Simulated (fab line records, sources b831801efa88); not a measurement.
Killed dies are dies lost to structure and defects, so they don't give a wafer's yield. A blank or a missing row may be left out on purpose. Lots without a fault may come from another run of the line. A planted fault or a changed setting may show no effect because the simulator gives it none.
fab line records | flow sky130
record lots=13 wafers=39 last_day=50
route steps=708 shown VT_ADJUST_PCH@153 METAL1@455 PAD_OPEN@708
lots that met no fault: from a run of the same line without faults
start_h: hours from the record's first day to the start of the lot's first wafer shown | wait_h: hours since the lot's step before | " the same as in the row above | L1.1+2: a row that stands for several wafers | - no value, or no start given | * or withheld: withheld | < > ~ a bound
route shown NAME@n: a module of which the file shows steps, and the number in the route of the first | usual: mean/standard deviation of fault-free wafers | same: alike in all rows | chamber/n: place in a boat | sites: the reading at each site | _std_site: their standard deviation | _edge_site: outer sites' mean less inner sites' | radius_mm: how far each site lies from the wafer's centre | mask NAME#n: copy n | behind: the tool/chamber that last shaped the wafer | hold: why the lot was held/for how many hours/how that ended | device: the transistor (n, p or np) that didn't switch | end of line: the same wafers' tests at the end of the route | a step without rows: its recipe alone | killed: dies lost to structure and defects at the first sort, not the wafer's yield | map: a wafer's dies, x killed, . not, _ none there
set.NAME: the setting as run; set.NAME@STEP: as run at that earlier step | model.NAME: the simulator's own value behind a step, which no gauge read
steps of the route over a sample of lots; a table a step, a row a wafer
## steps
# step SKY_VT_ADJUST_PCH_TW_MEAS_10
# usual VT_ADJUST_PCH_TW=143.4/1
# columns lot.wafer tool chamber start_h wait_h VT_ADJUST_PCH_TW
L959.2 film_metro-01 - 219.66 0.1 143.0
L959.4 " - " " 143.4
L959.5 " - " " 142.9
L960.1 film_metro-01 - 233.55 0.1 143.9
L960.3 " - " " 143.5
L960.6 " - " " 143.7
L961.1 film_metro-04 - 239.55 0.1 144.7
L961.3 " - " " 145.3
L961.6 " - " " 144.8
L962.1 film_metro-04 - 240.54 0.1 144.0
L962.5 " - " " 144.4
L962.6 " - " " 143.8
L963.4 film_metro-04 - 250.10 0.1 144.9
L963.5 " - " " 143.7
L963.6 " - " " 144.6
L964.1 film_metro-02 - 265.92 0.1 143.0
L964.3 " - " " 142.4
L964.5 " - " " 143.7
L965.1 film_metro-02 - 272.95 0.1 143.4
L965.4 " - " " 142.8
L965.5 " - " " 143.1
L966.1 film_metro-01 - 275.09 0.1 142.6
L966.2 " - " " 144.0
L966.3 " - " " 142.6
L968.2 film_metro-02 - 291.15 0.1 141.8
L968.4 " - " " 142.7
L968.5 " - " " 142.4
L969.1 film_metro-01 - 299.37 0.1 142.2
L969.2 " - " " 141.7
L969.5 " - " " 142.0
L970.1 film_metro-04 - 307.46 0.1 144.1
L970.2 " - " " 143.4
L970.3 " - " " 144.8
L978.2 film_metro-04 - 368.45 0.1 145.0
L978.3 " - " " 145.7
L978.5 " - " " 144.9
L981.2 film_metro-01 - 387.66 0.1 142.8
L981.3 " - " " 142.7
L981.6 " - " " 143.1
# step SKY_METAL1_STRIP_21
# recipe chemistry=post_etch_residue_remover time_s=1200 temp_c=72.5
# columns lot.wafer tool chamber start_h wait_h
L959.2+4+5 wet_bench-02 3 752.53 0.1
L960.1+3+6 wet_bench-02 2 766.48 0.1
L961.1+3+6 wet_bench-04 2 771.18 0.1
L962.1+5+6 wet_bench-01 0 772.93 0.1
L963.4+5+6 wet_bench-02 1 785.83 0.0
L965.1+4+5 wet_bench-02 2 819.78 0.1
L966.1+2+3 wet_bench-01 0 821.98 0.1
L964.1+3+5 wet_bench-01 2 823.24 0.1
L968.2+4+5 wet_bench-01 1 831.40 0.1
L969.1+2+5 wet_bench-02 3 840.11 0.1
L970.1+2+3 wet_bench-04 1 844.58 0.1
L978.2+3+5 wet_bench-02 0 909.78 0.1
L981.2+3+6 wet_bench-01 0 923.78 0.1
# step SKY_PAD_OPEN_PROBE_99
# usual defect_limited_yield=82.5/1.9 killed_at_M0_to_M3=44/6.4 killed_at_M4_up=3.4/2.1 killed_at_contacts=23/5 killed_at_front_end=15/4.5 killed_at_other=0.3/0.54 killed_dies=86/9.5 killed_open=48/6.9 killed_short=38/5.9 sort_bin_3_pad_short=0.8/0.44 sort_bin_5_function=10.5/1.6 sort_bin_6_memory=6.1/1.1 sort_n_pass=406/9.5 sort_yield_pct=82.5/1.9
# same gross_dies=492 killed_at_back_side=0 sort_bin_4_leakage[%]=0 sort_bin_8_speed[%]=0
# columns lot.wafer tool chamber start_h wait_h defect_limited_yield[%] killed_at_M0_to_M3 killed_at_M4_up killed_at_contacts killed_at_front_end killed_at_other killed_dies killed_open killed_short sort_bin_3_pad_short[%] sort_bin_5_function[%] sort_bin_6_memory[%] sort_n_pass sort_yield_pct[%]
L978.2 prober-02 - 1178.88 0.1 71.1 118 3 15 5 1 142 39 35 5.9 16.5 6.5 350 71.1
L978.3 prober-02 - 1178.93 0.2 70.3 103 3 26 13 1 146 52 27 5.1 17.1 7.5 346 70.3
L978.5 prober-02 - 1179.03 0.2 72.0 102 3 19 14 0 138 31 37 6.1 14.4 7.5 354 72.0
# killed by level:class
L978.2 METAL1:unspecified=68 METAL2:geometric_particle:short=10 VIA1:geometric_particle:open=8 VIA3:geometric_particle:open=8 VIA1:geometric_particle:short=6 VIA2:geometric_particle:short=5 LI_CONTACT:geometric_particle:open=4 CONTACT:geometric_particle:open=4
L978.3 METAL1:unspecified=66 CONTACT:geometric_particle:open=11 VIA2:geometric_particle:open=11 VIA1:geometric_particle:open=9 LI_CONTACT:geometric_particle:open=8 METAL2:geometric_particle:short=5 FIELD_ISO:geometric_particle:open=4 METAL1:geometric_particle:short=4
L978.5 METAL1:unspecified=70 LOCAL_INTERCONNECT:geometric_particle:short=6 VIA1:geometric_particle:open=5 VIA2:geometric_particle:open=5 VIA3:geometric_particle:open=5 POLY_GATE:geometric_particle:short=4 LI_CONTACT:geometric_particle:open=4 CONTACT:geometric_particle:open=4
## key
first_sign step=SKY_PAD_OPEN_PROBE_99 reading=sort_bin_3_pad_short direction=up sigmas=11 usual=0.8 struck=5.7
effect step=SKY_PAD_OPEN_PROBE_99 reading=killed_at_M0_to_M3 direction=up sigmas=10 usual=44 struck=108
met_at SKY_METAL1_STRIP_21
struck_lots L978
struck_wafers L978.2,L978.3,L978.5
not_acting_at SKY_VT_ADJUST_PCH_TW_MEAS_10
fault kind=chamber_particle_source tool=wet_bench-02 chamber=0 onset_h=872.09 steps=SKY_METAL1_STRIP_21 rate_per_visit_cm2=2.1154 end_h=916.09
